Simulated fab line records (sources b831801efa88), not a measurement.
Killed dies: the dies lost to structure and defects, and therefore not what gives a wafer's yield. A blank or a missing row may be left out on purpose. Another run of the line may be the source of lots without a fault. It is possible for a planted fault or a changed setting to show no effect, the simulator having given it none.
fab line records | flow sfq_line | part 1 of 2: steps 1 to 20 of 29
record: lots: 5 wafers: 15 last_day: 90
route steps=325 shown I5@229 C5@240 M6@251
lots that met no fault: from a run of the same line without faults
start_h: the number of hours between the record's first day and the start of the first shown wafer of the lot | wait_h: hours from the lot's prior step to this one | " identical to the entry in the row above | L1.1+2: a row that stands for several wafers | - no value present, or no start provided | * or withheld: withheld | < > ~ a bound
route shown NAME@n: a module of which the file shows steps, and the number in the route of the first | usual: mean and standard deviation over wafers with no fault | same: alike in all rows | chamber/n: place in a boat | sites: readings site by site | _std_site: the values' standard deviation | _edge_site: inner sites' mean taken away from outer sites' mean | radius_mm: how far each site lies from the wafer's centre | mask NAME#n: copy n | behind: tool/chamber where the wafer was last shaped | hold: why the lot went on hold/how many hours it stayed there/how the hold came to an end | device: the transistor (n, p or np) that didn't switch | end of line: at the end of the route, the tests of the same wafers | a step without rows: its recipe alone | killed: not the wafer's yield, but the dies lost to structure and defects at the first sort | map: shows each die of a wafer: x if killed, . if not, _ if none is there
set.NAME: setting as actually run; set.NAME@STEP: the setting as run at that earlier step | model.NAME: the simulator's own value behind a step, which no gauge read
a table for each step, a row for each wafer; lots at some steps of the route
services: a tool's chamber out of use, with start hour (start_h, from the record's first day; less than 0 if before it), hours out, and reason
== steps ==
step: SFQ_TRILAYER_I5_LITHO_COAT_149
recipe: resist: BARC spin_rpm: 3000 resist_thk_nm: 62
usual: chill_plate_temp_C: 23.00/0.1 dispense_pressure_kPa: 46/5 spin_speed_rpm: 3000.3/2.1
columns lot.wafer tool chamber start_h wait_h chill_plate_temp_C dispense_pressure_kPa spin_speed_rpm
L074.1 litho_track-01 0 1431.81 0.0 23.03 42 2998.4
L074.5 " 0 " " 23.14 42 2998.9
L074.6 " 0 " " 23.12 42 2999.7
L080.2 litho_track-01 0 1473.94 0.1 22.85 42 3000.5
L080.3 " 0 " " 22.91 42 3004.9
L080.4 " 0 " " 22.92 42 3001.0
L084.2 litho_track-04 0 1489.54 0.1 23.16 55 2999.6
L084.3 " 0 " " 23.09 55 2997.6
L084.6 " 0 " " 23.04 55 2998.0
L096.1 litho_track-02 0 1537.18 0.3 23.03 47 3001.3
L096.3 " 0 " " 23.18 47 2998.2
L096.6 " 0 " " 23.08 47 3000.1
L097.1 litho_track-02 0 1544.31 0.0 22.88 47 3001.9
L097.3 " 0 " " 22.92 47 3004.5
L097.6 " 0 " " 22.91 47 3003.3
step: SFQ_TRILAYER_I5_LITHO_COAT_144
recipe: resist: KrF spin_rpm: 3000 resist_thk_nm: 650
usual: chill_plate_temp_C: 22.98/0.1 dispense_pressure_kPa: 46/5 spin_speed_rpm: 3000.1/1.9
columns lot.wafer tool chamber start_h wait_h chill_plate_temp_C dispense_pressure_kPa spin_speed_rpm
L074.1 litho_track-01 0 1432.11 0.2 22.93 42 3001.4
L074.5 " 0 " " 22.80 42 3000.3
L074.6 " 0 " " 22.92 42 2997.4
L080.2 litho_track-01 0 1474.24 0.2 23.00 42 3000.9
L080.3 " 0 " " 23.18 42 2999.1
L080.4 " 0 " " 23.05 42 3002.3
L084.2 litho_track-04 0 1489.84 0.2 22.98 55 3000.3
L084.3 " 0 " " 23.26 55 3000.0
L084.6 " 0 " " 23.13 55 3001.9
L096.1 litho_track-02 0 1537.48 0.2 22.94 47 3000.0
L096.3 " 0 " " 23.12 47 3000.3
L096.6 " 0 " " 23.02 47 3000.2
L097.1 litho_track-02 0 1544.61 0.2 22.98 47 2999.3
L097.3 " 0 " " 23.07 47 3000.0
L097.6 " 0 " " 22.98 47 2998.9
step: SFQ_TRILAYER_I5_LITHO_SOFTBAKE_148
recipe: temp_c: withheld time_s: withheld resist: KrF
usual: chill_plate_temp_C: *
columns lot.wafer tool chamber start_h wait_h chill_plate_temp_C
L074.1 litho_track-01 0 1432.41 0.2 *
L074.5 " 0 " " *
L074.6 " 0 " " *
L080.2 litho_track-01 0 1474.52 0.2 *
L080.3 " 0 " " *
L080.4 " 0 " " *
L084.2 litho_track-04 0 1490.12 0.2 *
L084.3 " 0 " " *
L084.6 " 0 " " *
L096.1 litho_track-02 0 1537.78 0.2 *
L096.3 " 0 " " *
L096.6 " 0 " " *
L097.1 litho_track-02 0 1544.91 0.2 *
L097.3 " 0 " " *
L097.6 " 0 " " *
step: SFQ_TRILAYER_I5_LITHO_EXPOSE_145
recipe: mask_id: I5 na: 0.6 source_shape: conventional sigma_outer: 0.65 target_cd_nm: 700 dose_mj: 21.3
usual: stage_vel_mm_s: 499.98/0.25
columns lot.wafer tool chamber start_h wait_h mask stage_vel_mm_s
L074.1 krf_scanner-02 0 1532.08 - I5#0 499.95
L074.5 " 0 " " I5#0 500.37
L074.6 " 0 " " I5#0 500.07
L080.2 krf_scanner-01 0 1576.33 - I5#0 499.81
L080.3 " 0 " " I5#0 500.22
L080.4 " 0 " " I5#0 499.89
L084.2 krf_scanner-01 0 1585.93 - I5#0 500.05
L084.3 " 0 " " I5#0 499.80
L084.6 " 0 " " I5#0 499.98
L096.1 krf_scanner-02 0 1635.06 - I5#0 499.83
L096.3 " 0 " " I5#0 499.98
L096.6 " 0 " " I5#0 500.29
L097.1 krf_scanner-02 0 1641.06 - I5#0 499.94
L097.3 " 0 " " I5#0 499.79
L097.6 " 0 " " I5#0 500.19
step: SFQ_TRILAYER_I5_LITHO_PEB_147
recipe: peb_temp_c: 115 peb_time_s: 60 resist: KrF
usual: chill_plate_temp_C: 23.01/0.1 plate_temp_C: 115.01/0.14
columns lot.wafer tool chamber start_h wait_h chill_plate_temp_C plate_temp_C
L074.1 litho_track-02 0 1533.28 1.0 23.00 115.02
L074.5 " 0 " " 23.20 114.78
L074.6 " 0 " " 23.15 114.95
L080.2 litho_track-04 0 1577.36 0.8 22.99 115.12
L080.3 " 0 " " 22.82 115.09
L080.4 " 0 " " 22.92 115.17
L084.2 litho_track-04 0 1586.96 0.8 23.09 114.94
L084.3 " 0 " " 22.97 115.03
L084.6 " 0 " " 22.96 114.91
L096.1 litho_track-04 0 1636.26 1.0 23.08 115.03
L096.3 " 0 " " 23.07 115.14
L096.6 " 0 " " 23.01 115.07
L097.1 litho_track-04 0 1642.26 1.0 23.24 115.00
L097.3 " 0 " " 23.21 115.03
L097.6 " 0 " " 23.06 115.26
step: SFQ_TRILAYER_I5_LITHO_DEVELOP_146
recipe: time_s: 60 resist: KrF
usual: chill_plate_temp_C: 22.99/0.1
columns lot.wafer tool chamber start_h wait_h chill_plate_temp_C
L074.1 litho_track-02 0 1533.43 0.1 22.91
L074.5 " 0 " " 22.78
L074.6 " 0 " " 23.07
L080.2 litho_track-04 0 1577.51 0.1 22.99
L080.3 " 0 " " 22.86
L080.4 " 0 " " 23.01
L084.2 litho_track-04 0 1587.11 0.1 22.90
L084.3 " 0 " " 23.09
L084.6 " 0 " " 23.04
L096.1 litho_track-04 0 1636.41 0.1 22.97
L096.3 " 0 " " 22.84
L096.6 " 0 " " 23.01
L097.1 litho_track-04 0 1642.41 0.1 22.94
L097.3 " 0 " " 22.94
L097.6 " 0 " " 22.96
step: SFQ_I5_OVL_MEAS_936
usual: I5_OVL: -2/5.4
columns lot.wafer tool chamber start_h wait_h I5_OVL[nm]
L074.1 overlay-01 - 1533.58 0.1 -7
L074.5 " - " " -2
L074.6 " - " " -6
L080.2 overlay-02 - 1577.64 0.1 -5
L080.3 " - " " -6
L080.4 " - " " -7
L084.2 overlay-01 - 1587.24 0.1 -11
L084.3 " - " " -10
L084.6 " - " " -6
L096.1 overlay-01 - 1636.56 0.1 1
L096.3 " - " " -5
L096.6 " - " " 5
L097.1 overlay-02 - 1642.56 0.1 -4
L097.3 " - " " -9
L097.6 " - " " -4
step: SFQ_TRILAYER_I5_BARC_OPEN_VIA_ETCH_200
recipe: mask_material: PR chemistry: O2 target_depth_nm: 125 target: BARC source_w: 500 bias_w: 80 pressure_mtorr: 30 time_s: 41.7
usual: chamber_pressure_mTorr: 29.996/0.028 drypump_motor_current_A: 5.7/0.36 oes_product_au: 0.686/0.0044 rf_fwd_power_W: 494.3/2.3
columns lot.wafer tool chamber start_h wait_h chamber_pressure_mTorr drypump_motor_current_A oes_product_au rf_fwd_power_W rf_hours_counter_h
L074.1 rie_diel-01 0 1533.62 0.0 29.985 5.4 0.690 496.1 17
L074.5 " 2 " " 30.028 6.0 0.682 495.6 -
L074.6 " 3 " " 30.034 5.2 0.674 491.0 -
L080.2 rie_diel-04 2 1577.67 0.0 29.995 6.0 0.691 496.4 12
L080.3 " 1 " " 30.019 5.8 0.693 493.1 20
L080.4 " 2 " " 30.010 6.0 0.688 497.3 -
L084.2 rie_diel-04 1 1587.27 0.0 30.003 5.7 0.687 494.4 20
L084.3 " 2 " " 29.963 6.0 0.685 495.9 12
L084.6 " 0 " " 30.029 6.2 0.688 492.0 -
L096.1 rie_diel-03 2 1636.59 0.0 29.996 6.2 0.691 493.6 21
L096.3 " 3 " " 30.028 5.3 0.687 495.3 4
L096.6 " 2 " " 29.958 6.2 0.685 496.6 -
L097.1 rie_diel-01 2 1642.59 0.0 30.016 6.0 0.681 499.8 17
L097.3 " 0 " " 29.991 5.4 0.680 496.2 19
L097.6 " 0 " " 29.987 5.4 0.690 499.0 -
step: SFQ_TRILAYER_I5_ETCH_VIA_ETCH_147
recipe: stop_on: Nb mask_material: PR chemistry: CHF3 target_depth_nm: 360 source_w: 500 bias_w: 80 pressure_mtorr: 30 time_s: withheld
usual: chamber_pressure_mTorr: 29.999/0.028 drypump_motor_current_A: 5.7/0.36 oes_product_au: 0.992/0.0051 rf_fwd_power_W: 498.7/1.5
columns lot.wafer tool chamber start_h wait_h chamber_pressure_mTorr drypump_motor_current_A oes_product_au rf_fwd_power_W
L074.1 rie_diel-01 0 1533.66 0.0 29.997 5.4 0.992 498.6
L074.5 " 2 " " 30.036 6.0 1.002 497.5
L074.6 " 3 " " 30.016 5.1 0.993 496.0
L080.2 rie_diel-04 2 1577.71 0.0 30.057 6.0 0.992 498.0
L080.3 " 1 " " 30.007 5.7 0.992 498.2
L080.4 " 2 " " 29.993 6.0 0.985 500.0
L084.2 rie_diel-04 1 1587.31 0.0 29.977 5.7 0.992 497.3
L084.3 " 2 " " 29.963 6.0 0.991 499.4
L084.6 " 0 " " 29.934 6.2 0.992 498.6
L096.1 rie_diel-03 2 1636.63 0.0 30.017 6.2 0.998 499.6
L096.3 " 3 " " 29.989 5.3 0.992 497.0
L096.6 " 2 " " 29.976 6.2 0.989 499.3
L097.1 rie_diel-01 2 1642.63 0.0 30.023 6.0 0.991 499.1
L097.3 " 0 " " 30.043 5.4 1.003 497.2
L097.6 " 0 " " 30.045 5.4 0.989 499.9
step: SFQ_TRILAYER_I5_STRIP_STRIP_148
recipe: gas: O2 power_w: 200 platen_temp_c: 40 overash_fraction: 0.65 chemistry: O2 pressure_mtorr: 50
usual: chamber_pressure_mTorr: 50.00/0.049 drypump_motor_current_A: 5.6/0.58 oes_product_au: 1.002/0.0094
columns lot.wafer tool chamber start_h wait_h chamber_pressure_mTorr drypump_motor_current_A oes_product_au rf_hours_counter_h
L074.1 rie_metal-01 0 1533.81 - 50.01 5.1 1.001 23
L074.5 " 0 " " 50.00 5.1 0.989 -
L074.6 " 0 " " 50.00 5.1 0.986 -
L080.2 rie_metal-01 0 1577.86 - 50.02 5.1 0.993 30
L080.3 " 0 " " 49.91 5.1 1.000 -
L080.4 " 1 " " 50.03 6.7 1.015 -
L084.2 rie_metal-02 1 1587.46 - 50.02 5.7 0.995 9
L084.3 " 0 " " 50.00 5.0 0.991 -
L084.6 " 1 " " 49.94 5.7 0.994 -
L096.1 rie_metal-01 0 1636.78 - 49.97 5.1 0.996 36
L096.3 " 1 " " 50.03 6.7 1.012 -
L096.6 " 1 " " 49.99 6.6 1.011 -
L097.1 rie_metal-04 1 1642.78 - 49.99 5.8 1.001 57
L097.3 " 0 " " 49.93 5.7 1.016 -
L097.6 " 1 " " 49.99 5.9 1.001 -
step: SFQ_TRILAYER_I5_STRIP_SOLV_CLEAN_149
recipe: chemistry: NMP temp_c: 70 time_s: 600
columns lot.wafer tool chamber start_h wait_h
L074.1+5+6 wet_bench-03 1,6,2 1535.01 1.0
L080.2+3+4 wet_bench-02 1,4,0 1578.66 0.5
L084.2+3+6 wet_bench-03 4,7,1 1588.06 0.4
L096.1+3+6 wet_bench-04 1,2,6 1637.38 0.4
L097.1+3+6 wet_bench-04 6,2,5 1643.38 0.4
step: SFQ_TRILAYER_C5_LITHO_COAT_156
recipe: resist: BARC spin_rpm: 3000 resist_thk_nm: 62
usual: chill_plate_temp_C: 22.98/0.12 dispense_pressure_kPa: 48/5.1 spin_speed_rpm: 2999.6/1.8
columns lot.wafer tool chamber start_h wait_h chill_plate_temp_C dispense_pressure_kPa spin_speed_rpm
L074.1 litho_track-01 0 1535.18 0.0 22.99 42 2996.9
L074.5 " 0 " " 23.06 42 2996.3
L074.6 " 0 " " 23.01 42 2998.7
L080.2 litho_track-03 0 1578.90 0.1 23.08 46 3001.4
L080.3 " 0 " " 23.06 46 3001.8
L080.4 " 0 " " 22.84 46 3000.8
L084.2 litho_track-04 0 1588.28 0.1 22.88 55 2998.3
L084.3 " 0 " " 22.90 55 3000.8
L084.6 " 0 " " 23.02 55 3000.1
L096.1 litho_track-04 0 1637.56 0.0 22.95 55 2998.1
L096.3 " 0 " " 22.91 55 2998.6
L096.6 " 0 " " 22.88 55 2998.6
L097.1 litho_track-03 0 1643.56 0.0 22.94 46 2997.6
L097.3 " 0 " " 22.94 46 2998.1
L097.6 " 0 " " 22.96 46 2999.4
step: SFQ_TRILAYER_C5_LITHO_COAT_151
recipe: resist: KrF spin_rpm: 3000 resist_thk_nm: 650
usual: chill_plate_temp_C: 23.00/0.11 dispense_pressure_kPa: 48/5.1 spin_speed_rpm: 3000.0/1.6
columns lot.wafer tool chamber start_h wait_h chill_plate_temp_C dispense_pressure_kPa spin_speed_rpm
L074.1 litho_track-01 0 1535.48 0.2 23.03 42 3001.6
L074.5 " 0 " " 23.10 42 3001.4
L074.6 " 0 " " 23.09 42 2999.0
L080.2 litho_track-03 0 1579.20 0.2 23.13 46 3000.1
L080.3 " 0 " " 22.97 46 2999.6
L080.4 " 0 " " 23.09 46 2998.3
L084.2 litho_track-04 0 1588.58 0.2 23.05 55 3000.2
L084.3 " 0 " " 23.10 55 3001.0
L084.6 " 0 " " 23.15 55 3002.3
L096.1 litho_track-04 0 1637.86 0.2 22.78 55 2998.7
L096.3 " 0 " " 22.79 55 2998.1
L096.6 " 0 " " 22.80 55 2999.1
L097.1 litho_track-03 0 1643.86 0.2 23.04 46 3001.6
L097.3 " 0 " " 22.95 46 3000.1
L097.6 " 0 " " 22.95 46 2996.5
step: SFQ_TRILAYER_C5_LITHO_SOFTBAKE_155
recipe: temp_c: withheld time_s: withheld resist: KrF
usual: chill_plate_temp_C: *
columns lot.wafer tool chamber start_h wait_h chill_plate_temp_C
L074.1 litho_track-01 0 1535.78 0.2 *
L074.5 " 0 " " *
L074.6 " 0 " " *
L080.2 litho_track-03 0 1579.47 0.2 *
L080.3 " 0 " " *
L080.4 " 0 " " *
L084.2 litho_track-04 0 1588.86 0.2 *
L084.3 " 0 " " *
L084.6 " 0 " " *
L096.1 litho_track-04 0 1638.16 0.2 *
L096.3 " 0 " " *
L096.6 " 0 " " *
L097.1 litho_track-03 0 1644.16 0.2 *
L097.3 " 0 " " *
L097.6 " 0 " " *
step: SFQ_TRILAYER_C5_LITHO_EXPOSE_152
recipe: mask_id: C5 na: 0.6 source_shape: conventional sigma_outer: 0.65 target_cd_nm: 500 dose_mj: 21.3
usual: stage_vel_mm_s: 500.05/0.23
columns lot.wafer tool chamber start_h wait_h mask stage_vel_mm_s
L074.1 krf_scanner-01 0 1542.41 - C5#0 499.40
L074.5 " 0 " " C5#0 499.93
L074.6 " 0 " " C5#0 500.06
L080.2 krf_scanner-01 0 1679.33 - C5#0 499.70
L080.3 " 0 " " C5#0 499.89
L080.4 " 0 " " C5#0 499.97
L084.2 krf_scanner-01 0 1688.93 - C5#0 499.80
L084.3 " 0 " " C5#0 500.05
L084.6 " 0 " " C5#0 500.19
L096.1 krf_scanner-01 0 1742.72 - C5#0 499.90
L096.3 " 0 " " C5#0 500.38
L096.6 " 0 " " C5#0 500.18
L097.1 krf_scanner-01 0 1743.92 - C5#0 500.12
L097.3 " 0 " " C5#0 500.04
L097.6 " 0 " " C5#0 499.46
step: SFQ_TRILAYER_C5_LITHO_PEB_154
recipe: peb_temp_c: 115 peb_time_s: 60 resist: KrF
usual: chill_plate_temp_C: 23.00/0.13 plate_temp_C: 114.95/0.14
columns lot.wafer tool chamber start_h wait_h chill_plate_temp_C plate_temp_C
L074.1 litho_track-01 0 1543.61 1.0 23.13 115.20
L074.5 " 0 " " 23.18 114.97
L074.6 " 0 " " 23.03 114.91
L080.2 litho_track-03 0 1680.36 0.8 23.03 115.05
L080.3 " 0 " " 23.03 115.00
L080.4 " 0 " " 22.95 115.02
L084.2 litho_track-04 0 1689.96 0.8 23.00 114.96
L084.3 " 0 " " 22.99 114.83
L084.6 " 0 " " 23.16 115.03
L096.1 litho_track-03 0 1743.92 1.0 23.00 114.85
L096.3 " 0 " " 22.96 114.93
L096.6 " 0 " " 22.97 114.67
L097.1 litho_track-03 0 1745.12 1.0 23.02 115.08
L097.3 " 0 " " 23.05 114.88
L097.6 " 0 " " 23.07 115.00
step: SFQ_TRILAYER_C5_LITHO_DEVELOP_153
recipe: time_s: 60 resist: KrF
usual: chill_plate_temp_C: 23.00/0.12
columns lot.wafer tool chamber start_h wait_h chill_plate_temp_C
L074.1 litho_track-01 0 1543.76 0.1 23.01
L074.5 " 0 " " 23.00
L074.6 " 0 " " 22.96
L080.2 litho_track-03 0 1680.51 0.1 22.95
L080.3 " 0 " " 23.00
L080.4 " 0 " " 23.01
L084.2 litho_track-04 0 1690.11 0.1 22.87
L084.3 " 0 " " 22.87
L084.6 " 0 " " 22.74
L096.1 litho_track-03 0 1744.07 0.1 23.02
L096.3 " 0 " " 23.00
L096.6 " 0 " " 22.98
L097.1 litho_track-03 0 1745.27 0.1 22.98
L097.3 " 0 " " 23.14
L097.6 " 0 " " 23.01
step: SFQ_C5_OVL_MEAS_937
usual: C5_OVL: 4/4.9
columns lot.wafer tool chamber start_h wait_h C5_OVL[nm]
L074.1 overlay-02 - 1543.91 0.1 6
L074.5 " - " " 6
L074.6 " - " " 6
L080.2 overlay-02 - 1680.64 0.1 10
L080.3 " - " " 8
L080.4 " - " " 13
L084.2 overlay-02 - 1690.24 0.1 6
L084.3 " - " " 4
L084.6 " - " " 4
L096.1 overlay-02 - 1744.22 0.1 4
L096.3 " - " " 0
L096.6 " - " " 0
L097.1 overlay-02 - 1745.42 0.1 2
L097.3 " - " " -2
L097.6 " - " " -1
step: SFQ_TRILAYER_C5_BARC_OPEN_VIA_ETCH_210
recipe: mask_material: PR chemistry: O2 target_depth_nm: 125 target: BARC source_w: 500 bias_w: 80 pressure_mtorr: 30 time_s: 41.7
usual: chamber_pressure_mTorr: 30.001/0.028 drypump_motor_current_A: 5.6/0.34 oes_product_au: 0.685/0.0043 rf_fwd_power_W: 494.7/2.5
columns lot.wafer tool chamber start_h wait_h chamber_pressure_mTorr drypump_motor_current_A oes_product_au rf_fwd_power_W rf_hours_counter_h
L074.1 rie_diel-02 3 1543.94 0.0 30.010 5.8 0.677 492.0 9
L074.5 " 3 " " 30.026 5.8 0.682 494.3 -
L074.6 " 0 " " 29.985 5.5 0.685 497.5 -
L080.2 rie_diel-02 3 1680.67 0.0 29.995 5.8 0.688 494.9 11
L080.3 " 1 " " 30.024 4.9 0.682 494.5 5
L080.4 " 0 " " 30.021 5.5 0.682 494.2 10
L084.2 rie_diel-01 2 1690.27 0.0 30.044 6.0 0.685 496.5 18
L084.3 " 0 " " 30.031 5.4 0.678 496.9 20
L084.6 " 2 " " 30.039 6.0 0.684 497.8 -
L096.1 rie_diel-02 0 1744.25 0.0 29.991 5.5 0.686 495.0 11
L096.3 " 2 " " 29.916 5.8 0.691 492.5 8
L096.6 " 2 " " 29.991 5.8 0.692 492.4 -
L097.1 rie_diel-01 3 1745.45 0.0 30.031 5.1 0.689 492.2 5
L097.3 " 1 " " 30.057 5.8 0.680 497.1 3
L097.6 " 3 " " 29.966 5.2 0.683 493.5 -
step: SFQ_TRILAYER_C5_ETCH_VIA_ETCH_154
recipe: target: SiO2 mask_material: PR chemistry: CHF3 target_depth_nm: 84 source_w: 500 bias_w: 80 pressure_mtorr: 30 time_s: withheld stop_on: Nb
usual: chamber_pressure_mTorr: 30.002/0.029 drypump_motor_current_A: 5.6/0.34 oes_product_au: 0.893/0.0073 rf_fwd_power_W: 495.6/2
columns lot.wafer tool chamber start_h wait_h chamber_pressure_mTorr drypump_motor_current_A oes_product_au rf_fwd_power_W
L074.1 rie_diel-02 3 1543.98 0.0 29.970 5.8 0.886 494.4
L074.5 " 3 " " 29.975 5.8 0.900 496.2
L074.6 " 0 " " 30.004 5.5 0.891 495.8
L080.2 rie_diel-02 3 1680.71 0.0 29.987 5.8 0.887 500.6
L080.3 " 1 " " 29.969 4.9 0.898 494.6
L080.4 " 0 " " 30.018 5.5 0.884 499.4
L084.2 rie_diel-01 2 1690.31 0.0 30.008 6.0 0.898 495.9
L084.3 " 0 " " 30.010 5.4 0.888 494.5
L084.6 " 2 " " 30.022 6.0 0.902 497.3
L096.1 rie_diel-02 0 1744.29 0.0 29.991 5.6 0.884 498.9
L096.3 " 2 " " 29.993 5.8 0.888 494.5
L096.6 " 2 " " 29.992 5.8 0.888 492.9
L097.1 rie_diel-01 3 1745.49 0.0 30.015 5.1 0.896 493.0
L097.3 " 1 " " 30.017 5.8 0.882 496.5
L097.6 " 3 " " 29.994 5.2 0.904 496.1
